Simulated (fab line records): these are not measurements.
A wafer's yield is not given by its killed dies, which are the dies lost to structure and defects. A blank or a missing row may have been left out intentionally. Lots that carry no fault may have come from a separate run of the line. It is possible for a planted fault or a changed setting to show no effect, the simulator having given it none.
Shared-tool check    flow sky130    45 wafers sampled across 13 lots

## WHY IT WAS OPENED
Of 13 lots, 2 have the reading LI_CONTACT_W_RS flagged at SKY_LI_CONTACT_RS_MEAS_22. Fault-free wafers read 0.2859 ohm/sq, with a standard deviation of 0.003.
Rule: a lot gets a flag if all its wafers with a number sit over 4 standard deviations from that mean, or if no wafer of it has a number. As for the other lots, they are considered sound.

lot   measured      on             LI_CONTACT_W_RS (ohm/sq), wafer by wafer   flag
L659  day 29 02:13  film_metro-01  0.2848 0.2853 0.2820                       
L661  day 29 22:23  film_metro-01  0.2854 0.2858 0.2837                       
L667  day 32 11:22  film_metro-04  0.2904 0.2895 0.2942                       
L668  day 32 19:32  film_metro-01  0.2863 0.2825 0.2850                       
L670  day 33 02:43  film_metro-01  25.465 25.320 25.505 25.488 25.337 25.435  FLAGGED
L671  day 33 05:04  film_metro-01  25.187 24.926 25.453 25.129 24.998 25.503  FLAGGED
L672  day 33 14:27  film_metro-03  0.2924 0.2906 0.2846                       
L673  day 33 22:25  film_metro-01  0.2808 0.2880 0.2806                       
L674  day 34 02:25  film_metro-01  0.2870 0.2836 0.2860                       
L675  day 34 08:59  film_metro-01  0.2818 0.2854 0.2807                       
L678  day 35 21:18  film_metro-03  0.2894 0.2940 0.2890                       
L681  day 36 04:01  film_metro-03  0.2863 0.2888 0.2844                       
L682  day 36 13:19  film_metro-01  0.2906 0.2867 0.2888                       
Flagged lots average 25.3122 ohm/sq: +25.0263 ohm/sq relative to the usual, that is +99 or more standard deviations.

## WHICH TOOL EACH LOT WENT THROUGH
2 process steps preceding the reading are held in the record, out of 708 steps in the route. In each cell: the tool, then ch and the chambers that the sampled wafers went through, then the start.
lot   flag     SKY_LI_CONTACT_ETCH_15              SKY_LI_CONTACT_CVD_21
L659           rie_diel-03 ch 0,1,3, day 29 01:34  cvd_w-01 ch 0,1, day 29 02:05
L661           rie_diel-03 ch 1,2,3, day 29 21:31  cvd_w-01 ch 0,1, day 29 22:15
L667           rie_diel-01 ch 0,1, day 32 10:43    cvd_w-02 ch 0,1, day 32 11:14
L668           rie_diel-02 ch 0,1, day 32 18:41    cvd_w-01 ch 0,1, day 32 19:25
L670  FLAGGED  rie_diel-03 ch 1,2, day 33 02:04    cvd_w-02 ch 0,1, day 33 02:36
L671  FLAGGED  rie_diel-03 ch 0,1,2, day 33 04:25  cvd_w-02 ch 0,1, day 33 04:56
L672           rie_diel-02 ch 0,3, day 33 13:47    cvd_w-02 ch 0,1, day 33 14:19
L673           rie_diel-02 ch 0,2,3, day 33 21:43  cvd_w-01 ch 0,1, day 33 22:17
L674           rie_diel-03 ch 0,1, day 34 01:43    cvd_w-02 ch 0,1, day 34 02:17
L675           rie_diel-03 ch 0,2,3, day 34 08:19  cvd_w-02 ch 0,1, day 34 08:50
L678           rie_diel-02 ch 0,2, day 35 20:40    cvd_w-02 ch 0,1, day 35 21:11
L681           rie_diel-01 ch 0,2, day 36 03:22    cvd_w-02 ch 0,1, day 36 03:53
L682           rie_diel-03 ch 0,1, day 36 12:40    cvd_w-02 ch 0,1, day 36 13:11
What these steps do:
- SKY_LI_CONTACT_ETCH_15: etches PSG in C4F8/O2/Ar, stops on Si, target depth 600 nm.
- SKY_LI_CONTACT_CVD_21: deposits W, target thk 400 nm, time 120.56 s.
- SKY_LI_CONTACT_RS_MEAS_22: measures by four-point-probe.

## FLAGGED OVER TOTAL, TOOL BY TOOL (the gauges that took the reading come last)
step                       tool           lots run  flagged  share of the flagged lots  sound lots run after its first flagged lot
SKY_LI_CONTACT_ETCH_15     rie_diel-01    2         0        none                       -
SKY_LI_CONTACT_ETCH_15     rie_diel-02    4         0        none                       -
SKY_LI_CONTACT_ETCH_15     rie_diel-03    7         2        all                        3 (L674,L675,L682)
SKY_LI_CONTACT_CVD_21      cvd_w-01       4         0        none                       -
SKY_LI_CONTACT_CVD_21      cvd_w-02       9         2        all                        6 (L672,L674,L675,L678,L681,L682)
SKY_LI_CONTACT_RS_MEAS_22  film_metro-01  9         2        all                        4 (L673,L674,L675,L682)
SKY_LI_CONTACT_RS_MEAS_22  film_metro-03  3         0        none                       -
SKY_LI_CONTACT_RS_MEAS_22  film_metro-04  1         0        none                       -

## WHAT THE TABLE PERMITS
All flagged lots were run by 3 table rows, namely rie_diel-03 at SKY_LI_CONTACT_ETCH_15, cvd_w-02 at SKY_LI_CONTACT_CVD_21, film_metro-01 at SKY_LI_CONTACT_RS_MEAS_22.
- rie_diel-03 at SKY_LI_CONTACT_ETCH_15: 2 of its 7 lots flagged. Sound lots followed the first flagged one (L674, L675, L682) on it, something a lasting fault affecting the whole tool could not allow.
- cvd_w-02 at SKY_LI_CONTACT_CVD_21: 2 of its 9 lots flagged. Sound lots followed the first flagged one (L672, L674, L675, L678, L681, L682) on it, something a lasting fault affecting the whole tool could not allow. On the flagged lots its readings are blank where sound lots have values: chamber_pressure_Torr, heater_power_outer_w, heater_power_w.
- film_metro-01 at SKY_LI_CONTACT_RS_MEAS_22: 2 of its 9 lots flagged. Sound lots followed the first flagged one (L673, L674, L675, L682) on it, something a lasting fault affecting the whole tool could not allow.
No row of the table ran every flagged lot and no sound lot after the first.

## WHAT HAD BEEN PUT IN BY THE SIMULATOR
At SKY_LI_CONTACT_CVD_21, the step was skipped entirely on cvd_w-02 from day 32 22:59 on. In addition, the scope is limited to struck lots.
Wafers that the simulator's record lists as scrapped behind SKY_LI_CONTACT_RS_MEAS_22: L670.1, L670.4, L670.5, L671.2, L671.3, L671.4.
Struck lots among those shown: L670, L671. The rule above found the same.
